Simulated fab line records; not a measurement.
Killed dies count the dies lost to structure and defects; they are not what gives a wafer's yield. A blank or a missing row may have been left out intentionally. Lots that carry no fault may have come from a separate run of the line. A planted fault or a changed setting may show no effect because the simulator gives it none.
fab line records :: flow sky130
record
  lots=5
  wafers=15
  last-day=50
route steps=708 shown SD_P@323 RES_XHIGH@332 PAD_OPEN@708
lots that met no fault: from a run of the same line without faults
start-h: hours from the record's first day to the start of the lot's first wafer shown :: wait-h: hours from the lot's prior step to this one :: " as in the row above :: L1.1+2: a row that stands for several wafers :: - value missing, or start not given :: * or withheld: withheld :: < > ~ a bound
route shown NAME@n: a module of which the file shows steps, and the number in the route of the first :: usual: mean and standard deviation over wafers with no fault :: same: alike in all rows :: chamber/n: place in a boat :: sites: the reading at each site :: _std_site: standard deviation of those values :: _edge_site: mean of outer sites minus mean of inner sites :: radius-mm: for every site, how far away it sits from the centre of the wafer :: mask NAME#n: copy n :: behind: the most recent tool/chamber to have shaped the wafer :: hold: why the lot went on hold/how many hours it stayed there/how the hold came to an end :: device: transistor that didn't switch, given as n, p or np :: end of line: at the end of the route, the tests of the same wafers :: where a step has no rows: the recipe by itself :: killed: the dies lost at the first sort to structure and to defects; this is not the yield of the wafer :: map: the dies of a wafer, with x for killed, . for not killed, _ for no die there
set.NAME: the setting as run; set.NAME@STEP: as run at that earlier step :: model.NAME: the simulator's own value behind a step, which no gauge read
certain route steps with their lots: each step a table, each wafer a row
services: a tool's chamber out of use, with start hour (start-h, from the record's first day; less than 0 if before it), hours out, and reason
## steps
# step SKY_SD_P_SOFTBAKE_03
# recipe
  temp-c=90
  time-s=60
  resist=NOVOLAK
# step SKY_SD_P_EXPOSE_04
# recipe
  mask-id=PSDM
  na=0.6
  source-shape=conventional
  sigma-outer=0.6
  polarization=unpolarized
  target-cd-nm=380
  dose-mj=138
# step SKY_SD_P_PEB_05
# recipe
  temp-c=withheld
  time-s=*
  resist=NOVOLAK
# step SKY_SD_P_DEVELOP_06
# recipe
  resist=NOVOLAK
  developer=TMAH
  develop-time-s=60
  dev-temp-c=23
# step SKY_SD_P_CD_MEAS_07
# recipe
  target-cd-nm=380
# usual
  cd-nm=381.2/2.4
lot.wafer: L205.1
tool: cd-sem-01
chamber: -
start-h: 652.85
wait-h: 0.1
cd-nm: 381.3

lot.wafer: L205.5
tool: cd-sem-01
chamber: -
start-h: 652.85
wait-h: 0.1
cd-nm: 381.1

lot.wafer: L205.6
tool: cd-sem-01
chamber: -
start-h: 652.85
wait-h: 0.1
cd-nm: 381.4

lot.wafer: L208.1
tool: cd-sem-02
chamber: -
start-h: 686.00
wait-h: 0.1
cd-nm: 380.1

lot.wafer: L208.5
tool: cd-sem-02
chamber: -
start-h: 686.00
wait-h: 0.1
cd-nm: 380.7

lot.wafer: L208.6
tool: cd-sem-02
chamber: -
start-h: 686.00
wait-h: 0.1
cd-nm: 382.1

lot.wafer: L214.1
tool: cd-sem-01
chamber: -
start-h: 731.25
wait-h: 0.1
cd-nm: 379.1

lot.wafer: L214.4
tool: cd-sem-01
chamber: -
start-h: 731.25
wait-h: 0.1
cd-nm: 378.2

lot.wafer: L214.5
tool: cd-sem-01
chamber: -
start-h: 731.25
wait-h: 0.1
cd-nm: 381.6

lot.wafer: L217.1
tool: cd-sem-01
chamber: -
start-h: 749.05
wait-h: 0.1
cd-nm: 381.4

lot.wafer: L217.4
tool: cd-sem-01
chamber: -
start-h: 749.05
wait-h: 0.1
cd-nm: 378.5

lot.wafer: L217.5
tool: cd-sem-01
chamber: -
start-h: 749.05
wait-h: 0.1
cd-nm: 381.1

lot.wafer: L220.4
tool: cd-sem-02
chamber: -
start-h: 771.01
wait-h: 0.1
cd-nm: 373.2

lot.wafer: L220.5
tool: cd-sem-02
chamber: -
start-h: 771.01
wait-h: 0.1
cd-nm: 373.6

lot.wafer: L220.6
tool: cd-sem-02
chamber: -
start-h: 771.01
wait-h: 0.1
cd-nm: 375.5
# step SKY_SD_P_OVL_MEAS_08
# usual
  SD_P_OVL=-0.2/1.4
lot.wafer: L205.1
tool: overlay-01
chamber: -
start-h: 652.97
wait-h: 0.1
SD_P_OVL[nm]: -0.5

lot.wafer: L205.5
tool: overlay-01
chamber: -
start-h: 652.97
wait-h: 0.1
SD_P_OVL[nm]: 1.8

lot.wafer: L205.6
tool: overlay-01
chamber: -
start-h: 652.97
wait-h: 0.1
SD_P_OVL[nm]: 2.6

lot.wafer: L208.1
tool: overlay-02
chamber: -
start-h: 686.12
wait-h: 0.1
SD_P_OVL[nm]: 0.1

lot.wafer: L208.5
tool: overlay-02
chamber: -
start-h: 686.12
wait-h: 0.1
SD_P_OVL[nm]: -0.5

lot.wafer: L208.6
tool: overlay-02
chamber: -
start-h: 686.12
wait-h: 0.1
SD_P_OVL[nm]: -0.2

lot.wafer: L214.1
tool: overlay-02
chamber: -
start-h: 731.37
wait-h: 0.1
SD_P_OVL[nm]: 1.2

lot.wafer: L214.4
tool: overlay-02
chamber: -
start-h: 731.37
wait-h: 0.1
SD_P_OVL[nm]: 0.9

lot.wafer: L214.5
tool: overlay-02
chamber: -
start-h: 731.37
wait-h: 0.1
SD_P_OVL[nm]: 0.1

lot.wafer: L217.1
tool: overlay-01
chamber: -
start-h: 749.17
wait-h: 0.1
SD_P_OVL[nm]: 1.2

lot.wafer: L217.4
tool: overlay-01
chamber: -
start-h: 749.17
wait-h: 0.1
SD_P_OVL[nm]: 0.3

lot.wafer: L217.5
tool: overlay-01
chamber: -
start-h: 749.17
wait-h: 0.1
SD_P_OVL[nm]: 0.1

lot.wafer: L220.4
tool: overlay-01
chamber: -
start-h: 771.09
wait-h: 0.1
SD_P_OVL[nm]: -1.1

lot.wafer: L220.5
tool: overlay-01
chamber: -
start-h: 771.09
wait-h: 0.1
SD_P_OVL[nm]: -2.4

lot.wafer: L220.6
tool: overlay-01
chamber: -
start-h: 771.09
wait-h: 0.1
SD_P_OVL[nm]: -2.1
# step SKY_SD_P_IMPLANT_09
# recipe
  species=BF2
  energy-kev=20
  dose-cm2=3e+15
  tilt-deg=0
# step SKY_SD_P_STRIP_10
# recipe
  chemistry=O2/N2
  power-w=1400
  pressure-mtorr=1500
  platen-temp-c=withheld
  o2-flow-sccm=3000
  n2-flow-sccm=300
  overash-fraction=0.5
# usual
  drypump-motor-current-A=6.0/0.43
  oes-product-au=0.617/0.0046
  strip-time-to-endpoint-s=17.51/0.038
lot.wafer: L205.1
tool: plasma-asher-04
chamber: 0
start-h: 653.16
wait-h: 0.1
drypump-motor-current-A: 6.0
oes-product-au: 0.623
rf-hours-counter-h: 75
strip-time-to-endpoint-s: 17.47

lot.wafer: L205.5
tool: plasma-asher-04
chamber: 1
start-h: 653.16
wait-h: 0.1
drypump-motor-current-A: 5.3
oes-product-au: 0.622
rf-hours-counter-h: -
strip-time-to-endpoint-s: 17.50

lot.wafer: L205.6
tool: plasma-asher-04
chamber: 0
start-h: 653.16
wait-h: 0.1
drypump-motor-current-A: 6.0
oes-product-au: 0.615
rf-hours-counter-h: -
strip-time-to-endpoint-s: 17.50

lot.wafer: L208.1
tool: plasma-asher-04
chamber: 1
start-h: 686.31
wait-h: 0.1
drypump-motor-current-A: 5.3
oes-product-au: 0.625
rf-hours-counter-h: 78
strip-time-to-endpoint-s: 17.42

lot.wafer: L208.5
tool: plasma-asher-04
chamber: 1
start-h: 686.31
wait-h: 0.1
drypump-motor-current-A: 5.3
oes-product-au: 0.626
rf-hours-counter-h: -
strip-time-to-endpoint-s: 17.45

lot.wafer: L208.6
tool: plasma-asher-04
chamber: 0
start-h: 686.31
wait-h: 0.1
drypump-motor-current-A: 6.0
oes-product-au: 0.624
rf-hours-counter-h: -
strip-time-to-endpoint-s: 17.48

lot.wafer: L214.1
tool: plasma-asher-01
chamber: 1
start-h: 731.56
wait-h: 0.1
drypump-motor-current-A: 6.6
oes-product-au: 0.613
rf-hours-counter-h: 110
strip-time-to-endpoint-s: 17.56

lot.wafer: L214.4
tool: plasma-asher-01
chamber: 0
start-h: 731.56
wait-h: 0.1
drypump-motor-current-A: 6.1
oes-product-au: 0.608
rf-hours-counter-h: -
strip-time-to-endpoint-s: 17.56

lot.wafer: L214.5
tool: plasma-asher-01
chamber: 1
start-h: 731.56
wait-h: 0.1
drypump-motor-current-A: 6.7
oes-product-au: 0.619
rf-hours-counter-h: -
strip-time-to-endpoint-s: 17.52

lot.wafer: L217.1
tool: plasma-asher-01
chamber: 0
start-h: 749.36
wait-h: 0.1
drypump-motor-current-A: 6.2
oes-product-au: 0.617
rf-hours-counter-h: 1
strip-time-to-endpoint-s: 17.53

lot.wafer: L217.4
tool: plasma-asher-01
chamber: 0
start-h: 749.36
wait-h: 0.1
drypump-motor-current-A: 6.1
oes-product-au: 0.614
rf-hours-counter-h: -
strip-time-to-endpoint-s: 17.55

lot.wafer: L217.5
tool: plasma-asher-01
chamber: 1
start-h: 749.36
wait-h: 0.1
drypump-motor-current-A: 6.7
oes-product-au: 0.615
rf-hours-counter-h: -
strip-time-to-endpoint-s: 17.52

lot.wafer: L220.4
tool: plasma-asher-03
chamber: 0
start-h: 771.29
wait-h: 0.1
drypump-motor-current-A: 5.8
oes-product-au: 0.610
rf-hours-counter-h: -
strip-time-to-endpoint-s: 17.51

lot.wafer: L220.5
tool: plasma-asher-03
chamber: 0
start-h: 771.29
wait-h: 0.1
drypump-motor-current-A: 5.8
oes-product-au: 0.620
rf-hours-counter-h: -
strip-time-to-endpoint-s: 17.51

lot.wafer: L220.6
tool: plasma-asher-03
chamber: 1
start-h: 771.29
wait-h: 0.1
drypump-motor-current-A: 5.7
oes-product-au: 0.623
rf-hours-counter-h: -
strip-time-to-endpoint-s: 17.51
# step SKY_SD_P_TW_MEAS_11
# usual
  SD_P_TW=2833/22
lot.wafer: L205.1
tool: film-metro-01
chamber: -
start-h: 653.26
wait-h: 0.1
SD_P_TW: 2822

lot.wafer: L205.5
tool: film-metro-01
chamber: -
start-h: 653.26
wait-h: 0.1
SD_P_TW: 2805

lot.wafer: L205.6
tool: film-metro-01
chamber: -
start-h: 653.26
wait-h: 0.1
SD_P_TW: 2808

lot.wafer: L208.1
tool: film-metro-04
chamber: -
start-h: 686.41
wait-h: 0.1
SD_P_TW: 2833

lot.wafer: L208.5
tool: film-metro-04
chamber: -
start-h: 686.41
wait-h: 0.1
SD_P_TW: 2848

lot.wafer: L208.6
tool: film-metro-04
chamber: -
start-h: 686.41
wait-h: 0.1
SD_P_TW: 2847

lot.wafer: L214.1
tool: film-metro-03
chamber: -
start-h: 731.66
wait-h: 0.1
SD_P_TW: 2836

lot.wafer: L214.4
tool: film-metro-03
chamber: -
start-h: 731.66
wait-h: 0.1
SD_P_TW: 2834

lot.wafer: L214.5
tool: film-metro-03
chamber: -
start-h: 731.66
wait-h: 0.1
SD_P_TW: 2851

lot.wafer: L217.1
tool: film-metro-03
chamber: -
start-h: 749.64
wait-h: 0.2
SD_P_TW: 2829

lot.wafer: L217.4
tool: film-metro-03
chamber: -
start-h: 749.64
wait-h: 0.2
SD_P_TW: 2842

lot.wafer: L217.5
tool: film-metro-03
chamber: -
start-h: 749.64
wait-h: 0.2
SD_P_TW: 2851

lot.wafer: L220.4
tool: film-metro-01
chamber: -
start-h: 771.39
wait-h: 0.1
SD_P_TW: 2816

lot.wafer: L220.5
tool: film-metro-01
chamber: -
start-h: 771.39
wait-h: 0.1
SD_P_TW: 2804

lot.wafer: L220.6
tool: film-metro-01
chamber: -
start-h: 771.39
wait-h: 0.1
SD_P_TW: 2818
# step SKY_RES_XHIGH_DEHYDRATE_00
# recipe
  temp-c=200
  time-s=60
# step SKY_RES_XHIGH_HMDS_01
# recipe
  prime-time-s=60
  prime-temp-c=120
# step SKY_RES_XHIGH_COAT_02
# recipe
  resist=NOVOLAK
  spin-rpm=3000
  resist-thk-nm=1140
# step SKY_RES_XHIGH_SOFTBAKE_03
# recipe
  temp-c=90
  time-s=60
  resist=NOVOLAK
# usual
  heater-power-total-W=56.59/0.047
  run-length-s=89.02/0.14
lot.wafer: L205.1
tool: litho-track-03
chamber: 0
start-h: 666.44
wait-h: 0.1
heater-power-total-W: 56.60
run-length-s: 89.06

lot.wafer: L205.5
tool: litho-track-03
chamber: 0
start-h: 666.44
wait-h: 0.1
heater-power-total-W: 56.67
run-length-s: 89.26

lot.wafer: L205.6
tool: litho-track-03
chamber: 0
start-h: 666.44
wait-h: 0.1
heater-power-total-W: 56.61
run-length-s: 89.36

lot.wafer: L208.1
tool: litho-track-04
chamber: 0
start-h: 700.76
wait-h: 0.1
heater-power-total-W: 56.56
run-length-s: 88.89

lot.wafer: L208.5
tool: litho-track-04
chamber: 0
start-h: 700.76
wait-h: 0.1
heater-power-total-W: 56.58
run-length-s: 89.00

lot.wafer: L208.6
tool: litho-track-04
chamber: 0
start-h: 700.76
wait-h: 0.1
heater-power-total-W: 56.59
run-length-s: 89.07

lot.wafer: L214.1
tool: litho-track-04
chamber: 0
start-h: 745.06
wait-h: 0.1
heater-power-total-W: 62.54
run-length-s: 73.35

lot.wafer: L214.4
tool: litho-track-04
chamber: 0
start-h: 745.06
wait-h: 0.1
heater-power-total-W: 56.61
run-length-s: 89.10

lot.wafer: L214.5
tool: litho-track-04
chamber: 0
start-h: 745.06
wait-h: 0.1
heater-power-total-W: 56.48
run-length-s: 89.13

lot.wafer: L217.1
tool: litho-track-02
chamber: 0
start-h: 761.90
wait-h: 0.1
heater-power-total-W: 56.61
run-length-s: 88.86

lot.wafer: L217.4
tool: litho-track-02
chamber: 0
start-h: 761.90
wait-h: 0.1
heater-power-total-W: 56.57
run-length-s: 89.09

lot.wafer: L217.5
tool: litho-track-02
chamber: 0
start-h: 761.90
wait-h: 0.1
heater-power-total-W: 56.56
run-length-s: 88.81

lot.wafer: L220.4
tool: litho-track-02
chamber: 0
start-h: 784.03
wait-h: 0.1
heater-power-total-W: 56.64
run-length-s: 89.03

lot.wafer: L220.5
tool: litho-track-02
chamber: 0
start-h: 784.03
wait-h: 0.1
heater-power-total-W: 56.57
run-length-s: 88.90

lot.wafer: L220.6
tool: litho-track-02
chamber: 0
start-h: 784.03
wait-h: 0.1
heater-power-total-W: 56.65
run-length-s: 88.79
# step SKY_RES_XHIGH_EXPOSE_04
# recipe
  mask-id=URPM
  na=0.6
  source-shape=conventional
  sigma-outer=0.6
  polarization=unpolarized
  target-cd-nm=1270
  dose-mj=140
# step SKY_RES_XHIGH_PEB_05
# recipe
  temp-c=withheld
  time-s=*
  resist=NOVOLAK
# step SKY_RES_XHIGH_DEVELOP_06
# recipe
  resist=NOVOLAK
  developer=TMAH
  develop-time-s=60
  dev-temp-c=23
lot.wafer: L205.1
tool: litho-track-04
chamber: 0
start-h: 681.46
wait-h: 0.1
model.NOVOLAK_of_RES_XHIGH_COAT_02.thk-nm: 1140

lot.wafer: L205.5
tool: litho-track-04
chamber: 0
start-h: 681.46
wait-h: 0.1
model.NOVOLAK_of_RES_XHIGH_COAT_02.thk-nm: 1137

lot.wafer: L205.6
tool: litho-track-04
chamber: 0
start-h: 681.46
wait-h: 0.1
model.NOVOLAK_of_RES_XHIGH_COAT_02.thk-nm: 1139

lot.wafer: L208.1
tool: litho-track-03
chamber: 0
start-h: 714.94
wait-h: 0.1
model.NOVOLAK_of_RES_XHIGH_COAT_02.thk-nm: 1143

lot.wafer: L208.5
tool: litho-track-03
chamber: 0
start-h: 714.94
wait-h: 0.1
model.NOVOLAK_of_RES_XHIGH_COAT_02.thk-nm: 1142

lot.wafer: L208.6
tool: litho-track-03
chamber: 0
start-h: 714.94
wait-h: 0.1
model.NOVOLAK_of_RES_XHIGH_COAT_02.thk-nm: 1144

lot.wafer: L214.1
tool: litho-track-04
chamber: 0
start-h: 756.96
wait-h: 0.1
model.NOVOLAK_of_RES_XHIGH_COAT_02.thk-nm: 1146

lot.wafer: L214.4
tool: litho-track-04
chamber: 0
start-h: 756.96
wait-h: 0.1
model.NOVOLAK_of_RES_XHIGH_COAT_02.thk-nm: 1134

lot.wafer: L214.5
tool: litho-track-04
chamber: 0
start-h: 756.96
wait-h: 0.1
model.NOVOLAK_of_RES_XHIGH_COAT_02.thk-nm: 1137

lot.wafer: L217.1
tool: litho-track-04
chamber: 0
start-h: 775.76
wait-h: 0.1
model.NOVOLAK_of_RES_XHIGH_COAT_02.thk-nm: 1138

lot.wafer: L217.4
tool: litho-track-04
chamber: 0
start-h: 775.76
wait-h: 0.1
model.NOVOLAK_of_RES_XHIGH_COAT_02.thk-nm: 1137

lot.wafer: L217.5
tool: litho-track-04
chamber: 0
start-h: 775.76
wait-h: 0.1
model.NOVOLAK_of_RES_XHIGH_COAT_02.thk-nm: 1140

lot.wafer: L220.4
tool: litho-track-02
chamber: 0
start-h: 797.58
wait-h: 0.1
model.NOVOLAK_of_RES_XHIGH_COAT_02.thk-nm: 1139

lot.wafer: L220.5+6
tool: litho-track-02
chamber: 0
start-h: 797.58
wait-h: 0.1
model.NOVOLAK_of_RES_XHIGH_COAT_02.thk-nm: 1136
# step SKY_RES_XHIGH_IMPLANT_07
# recipe
  species=BF2
  energy-kev=20
  dose-cm2=3.6e+14
  tilt-deg=0
# step SKY_PAD_OPEN_PROBE_99
# usual
  killed_at_M0_to_M3=43/6.8
  killed_at_M4_up=3.2/1.7
  killed-at-contacts=24/5.7
  killed-at-front-end=16/4.3
  killed-at-other=0.3/0.56
  killed-dies=86/9.5
  killed-open=47/6.9
  killed-short=39/5.8
# same
  gross-dies=492
  killed-at-back-side=0
lot.wafer: L205.1
tool: prober-02
chamber: -
start-h: 1120.92
wait-h: 0.1
killed_at_M0_to_M3: 59
killed_at_M4_up: 4
killed-at-contacts: 22
killed-at-front-end: 7
killed-at-other: 0
killed-dies: 92
killed-open: 60
killed-short: 32

lot.wafer: L205.5
tool: prober-02
chamber: -
start-h: 1121.12
wait-h: 0.2
killed_at_M0_to_M3: 53
killed_at_M4_up: 3
killed-at-contacts: 26
killed-at-front-end: 16
killed-at-other: 0
killed-dies: 98
killed-open: 50
killed-short: 48

lot.wafer: L205.6
tool: prober-02
chamber: -
start-h: 1121.17
wait-h: 0.2
killed_at_M0_to_M3: 55
killed_at_M4_up: 4
killed-at-contacts: 37
killed-at-front-end: 21
killed-at-other: 1
killed-dies: 118
killed-open: 70
killed-short: 48

lot.wafer: L208.1
tool: prober-01
chamber: -
start-h: 1142.63
wait-h: 0.1
killed_at_M0_to_M3: 60
killed_at_M4_up: 4
killed-at-contacts: 19
killed-at-front-end: 11
killed-at-other: 0
killed-dies: 94
killed-open: 45
killed-short: 49

lot.wafer: L208.5
tool: prober-01
chamber: -
start-h: 1142.83
wait-h: 0.2
killed_at_M0_to_M3: 41
killed_at_M4_up: 4
killed-at-contacts: 29
killed-at-front-end: 20
killed-at-other: 0
killed-dies: 94
killed-open: 49
killed-short: 44

lot.wafer: L208.6
tool: prober-01
chamber: -
start-h: 1142.88
wait-h: 0.2
killed_at_M0_to_M3: 35
killed_at_M4_up: 2
killed-at-contacts: 32
killed-at-front-end: 10
killed-at-other: 0
killed-dies: 79
killed-open: 47
killed-short: 32

lot.wafer: L214.1
tool: prober-01
chamber: -
start-h: 1176.46
wait-h: 0.1
killed_at_M0_to_M3: 41
killed_at_M4_up: 1
killed-at-contacts: 20
killed-at-front-end: 15
killed-at-other: 0
killed-dies: 77
killed-open: 50
killed-short: 26

lot.wafer: L214.4
tool: prober-01
chamber: -
start-h: 1176.61
wait-h: 0.2
killed_at_M0_to_M3: 45
killed_at_M4_up: 4
killed-at-contacts: 27
killed-at-front-end: 23
killed-at-other: 0
killed-dies: 99
killed-open: 48
killed-short: 50

lot.wafer: L214.5
tool: prober-01
chamber: -
start-h: 1176.66
wait-h: 0.2
killed_at_M0_to_M3: 64
killed_at_M4_up: 6
killed-at-contacts: 18
killed-at-front-end: 23
killed-at-other: 0
killed-dies: 111
killed-open: 62
killed-short: 48

lot.wafer: L217.1
tool: prober-01
chamber: -
start-h: 1186.83
wait-h: 0.1
killed_at_M0_to_M3: 44
killed_at_M4_up: 2
killed-at-contacts: 23
killed-at-front-end: 15
killed-at-other: 2
killed-dies: 86
killed-open: 48
killed-short: 38

lot.wafer: L217.4
tool: prober-01
chamber: -
start-h: 1186.98
wait-h: 0.2
killed_at_M0_to_M3: 42
killed_at_M4_up: 1
killed-at-contacts: 25
killed-at-front-end: 11
killed-at-other: 1
killed-dies: 80
killed-open: 42
killed-short: 37

lot.wafer: L217.5
tool: prober-01
chamber: -
start-h: 1187.03
wait-h: 0.2
killed_at_M0_to_M3: 49
killed_at_M4_up: 3
killed-at-contacts: 22
killed-at-front-end: 15
killed-at-other: 0
killed-dies: 89
killed-open: 49
killed-short: 40

lot.wafer: L220.4
tool: prober-01
chamber: -
start-h: 1198.74
wait-h: 0.2
killed_at_M0_to_M3: 39
killed_at_M4_up: 2
killed-at-contacts: 35
killed-at-front-end: 11
killed-at-other: 0
killed-dies: 87
killed-open: 52
killed-short: 35

lot.wafer: L220.5
tool: prober-01
chamber: -
start-h: 1198.79
wait-h: 0.2
killed_at_M0_to_M3: 42
killed_at_M4_up: 2
killed-at-contacts: 31
killed-at-front-end: 15
killed-at-other: 0
killed-dies: 90
killed-open: 54
killed-short: 34

lot.wafer: L220.6
tool: prober-01
chamber: -
start-h: 1198.84
wait-h: 0.2
killed_at_M0_to_M3: 33
killed_at_M4_up: 5
killed-at-contacts: 27
killed-at-front-end: 15
killed-at-other: 0
killed-dies: 80
killed-open: 45
killed-short: 32
# killed by level:class
L205.1 VIA2:geometric-particle:open=12 LI_CONTACT:geometric-particle:open=12 VIA1:geometric-particle:open=12 VIA3:geometric-particle:open=9 VIA1:geometric-particle:short=8 CONTACT:geometric-particle:open=5 METAL2:geometric-particle:short=5 VIA2:geometric-particle:short=4
L205.5 VIA1:geometric-particle:open=17 LI_CONTACT:geometric-particle:open=9 VIA3:geometric-particle:short=7 CONTACT:geometric-particle:open=6 METAL1:geometric-particle:short=6 FIELD_ISO:geometric-particle:open=5 CONTACT:geometric-particle:short=5 METAL2:geometric-particle:short=5
L205.6 VIA1:geometric-particle:open=17 LI_CONTACT:geometric-particle:open=13 VIA2:geometric-particle:open=10 CONTACT:geometric-particle:short=7 VIA3:geometric-particle:open=7 VIA1:geometric-particle:short=7 CONTACT:geometric-particle:open=6 LI_CONTACT:geometric-particle:short=6
L208.1 VIA1:geometric-particle:open=11 METAL2:geometric-particle:short=8 VIA2:geometric-particle:open=8 VIA3:geometric-particle:short=6 CONTACT:geometric-particle:open=5 LI_CONTACT:geometric-particle:open=5 VIA3:geometric-particle:open=5 VIA2:geometric-particle:short=4
L208.5 CONTACT:geometric-particle:open=17 VIA1:geometric-particle:open=9 VIA1:geometric-particle:short=9 FIELD_ISO:geometric-particle:short=7 VIA2:geometric-particle:open=6 CONTACT:geometric-particle:short=4 METAL1:geometric-particle:short=4 VIA3:geometric-particle:open=4
L208.6 VIA1:geometric-particle:open=12 CONTACT:geometric-particle:open=11 LI_CONTACT:geometric-particle:open=8 LOCAL_INTERCONNECT:geometric-particle:short=6 VIA3:geometric-particle:open=5 CONTACT:geometric-particle:short=4 VIA1:geometric-particle:short=4 METAL2:geometric-particle:short=4
L214.1 VIA1:geometric-particle:open=17 CONTACT:geometric-particle:open=8 LI_CONTACT:geometric-particle:open=7 VIA2:geometric-particle:open=5 POLY_GATE:geometric-particle:short=4 VIA1:geometric-particle:short=4 METAL2:geometric-particle:short=4 POLY_GATE:geometric-particle:open=3
L214.4 VIA1:geometric-particle:open=12 VIA1:geometric-particle:short=10 CONTACT:geometric-particle:open=9 LI_CONTACT:geometric-particle:open=7 POLY_GATE:geometric-particle:open=6 VIA2:geometric-particle:open=5 POLY_GATE:geometric-particle:short=4 LI_CONTACT:geometric-particle:short=4
L214.5 VIA1:geometric-particle:open=15 VIA3:geometric-particle:open=12 VIA1:geometric-particle:short=8 VIA2:geometric-particle:open=8 FIELD_ISO:geometric-particle:open=7 METAL2:geometric-particle:short=7 FIELD_ISO:geometric-particle:short=6 CONTACT:geometric-particle:open=6
L217.1 VIA1:geometric-particle:open=10 VIA3:geometric-particle:open=8 CONTACT:geometric-particle:open=7 LI_CONTACT:geometric-particle:open=6 VIA2:geometric-particle:open=5 FIELD_ISO:geometric-particle:open=5 METAL1:geometric-particle:short=5 VIA1:geometric-particle:short=5
L217.4 CONTACT:geometric-particle:open=9 VIA1:geometric-particle:short=8 VIA2:geometric-particle:open=7 CONTACT:geometric-particle:short=6 METAL2:geometric-particle:short=6 VIA1:geometric-particle:open=6 VIA3:geometric-particle:open=6 POLY_GATE:geometric-particle:open=4
L217.5 VIA1:geometric-particle:open=11 VIA3:geometric-particle:open=7 LOCAL_INTERCONNECT:geometric-particle:short=6 POLY_GATE:geometric-particle:open=5 LI_CONTACT:geometric-particle:open=5 VIA2:geometric-particle:open=5 CONTACT:geometric-particle:open=5 VIA1:geometric-particle:short=5
L220.4 CONTACT:geometric-particle:open=14 CONTACT:geometric-particle:short=9 LI_CONTACT:geometric-particle:open=8 VIA3:geometric-particle:open=6 VIA1:geometric-particle:open=6 VIA2:geometric-particle:open=6 POLY_GATE:geometric-particle:open=4 METAL2:geometric-particle:short=4
L220.5 CONTACT:geometric-particle:open=11 VIA1:geometric-particle:open=10 VIA3:geometric-particle:open=9 LI_CONTACT:geometric-particle:open=7 CONTACT:geometric-particle:short=6 METAL2:geometric-particle:short=5 FIELD_ISO:geometric-particle:short=4 LOCAL_INTERCONNECT:geometric-particle:short=4
L220.6 CONTACT:geometric-particle:open=8 POLY_GATE:geometric-particle:open=7 VIA3:geometric-particle:open=6 CONTACT:geometric-particle:short=6 VIA2:geometric-particle:open=6 LI_CONTACT:geometric-particle:open=6 VIA1:geometric-particle:open=5 POLY_GATE:geometric-particle:short=4
## services
tool: plasma-asher-04
chamber: -
start-h: 629.48
hours: 9.2
kind: pm

tool: plasma-asher-04
chamber: -
start-h: 659.49
hours: 3.7
kind: repair

tool: plasma-asher-03
chamber: -
start-h: 712.87
hours: 3.2
kind: repair

tool: plasma-asher-01
chamber: -
start-h: 733.75
hours: 9.0
kind: pm

tool: plasma-asher-01
chamber: 0
start-h: 733.75
hours: 9.0
kind: vent-cycle

tool: plasma-asher-01
chamber: 1
start-h: 733.75
hours: 9.0
kind: vent-cycle

tool: plasma-asher-01
chamber: -
start-h: 742.75
hours: 2.8
kind: pm

tool: plasma-asher-01
chamber: 0
start-h: 742.75
hours: -
kind: clean

tool: plasma-asher-01
chamber: 1
start-h: 742.75
hours: -
kind: clean

tool: plasma-asher-03
chamber: -
start-h: 783.87
hours: 0.4
kind: repair
## key
first-sign
  step=SKY_RES_XHIGH_SOFTBAKE_03
  reading=heater-power-total-W
  direction=up
  sigmas=99+
  usual=*
  struck=*
effect
  step=SKY_RES_XHIGH_SOFTBAKE_03
  reading=run-length-s
  direction=down
  sigmas=99+
  usual=*
  struck=*
model-effect
  step=SKY_RES_XHIGH_DEVELOP_06
  value=NOVOLAK_of_RES_XHIGH_COAT_02.thk-nm
  without=1139
  struck=1146
met-at SKY_RES_XHIGH_SOFTBAKE_03
struck-wafers L214.1
tester-left-out L214
onset-between 700.76 745.06
fault
  kind=process-parameter-drift
  tool=litho-track-04
  chamber=-
  onset-h=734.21
  steps=SKY_RES_XHIGH_SOFTBAKE_03
  channel=time-s
  offset=*
  shape=step
  end-h=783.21
  scope=struck-wafers-only
  acts-in=*
  stated=*
# tester-left-out: of these lots the tester's yield and bins aren't shown, on N5 and GAA mostly nor the transistor test; their killed dies are dies lost to structure and defects alone, not to doping, threshold or leakage, so they don't give the yield
